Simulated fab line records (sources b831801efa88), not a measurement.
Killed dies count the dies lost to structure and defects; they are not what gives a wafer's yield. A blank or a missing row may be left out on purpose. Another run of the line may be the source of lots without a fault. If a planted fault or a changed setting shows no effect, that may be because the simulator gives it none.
2 desks looking at one fault -- flow sky130 -- each desk holds nothing but its own numbers, with what lay behind them at the end

== DESK OF THE TOOL OWNER: pvd-sputter-02 ==
At SKY_VIA1_SPUTTER_20 (material TiN, target thk 20 nm, time 80 s) the tool's own readings: per lot run on this tool, the mean of the sampled wafers that have a number. If a lot's mean is further than 4 standard deviations from the usual mean, the lot is out of limits and carries the mark OUT (the distance appears in the brackets).
Columns: A = throttle-valve-pct at SKY_VIA1_SPUTTER_20, usual 29.5 %
lot,first seen here,A
L328,day 35 06:09,29.0
L339,day 39 02:52,29.3
Result from this desk: across the 2 lots, nothing is out of limits.

== FROM THE METROLOGY DESK ==
Means of the sampled wafers that have a number, per lot and without regard to the tool the lot ran on: this is what the gauges read. If a lot's mean is further than 4 standard deviations from the usual mean, the lot is out of limits and carries the mark OUT (the distance appears in the brackets).
Columns: A = cd-nm at SKY_VIA1_CD_MEAS_12, usual 150.1 nm; B = VIA1_OVL at SKY_VIA1_OVL_MEAS_13, usual -2 nm
lot,first seen here,A,B
L327,day 34 21:28,149.6,-14
L328,day 35 05:17,149.2,4
L339,day 39 02:01,148.9,6
L341,day 39 06:58,149.7,2
L345,day 40 16:38,148.6,6
Result from this desk: across the 5 lots, nothing is out of limits.

== PUT TOGETHER ==
The desk of the tool owner found nothing out of limits.
Nothing out of limits was seen by the metrology desk.

== WHAT HAD BEEN PUT IN BY THE SIMULATOR ==
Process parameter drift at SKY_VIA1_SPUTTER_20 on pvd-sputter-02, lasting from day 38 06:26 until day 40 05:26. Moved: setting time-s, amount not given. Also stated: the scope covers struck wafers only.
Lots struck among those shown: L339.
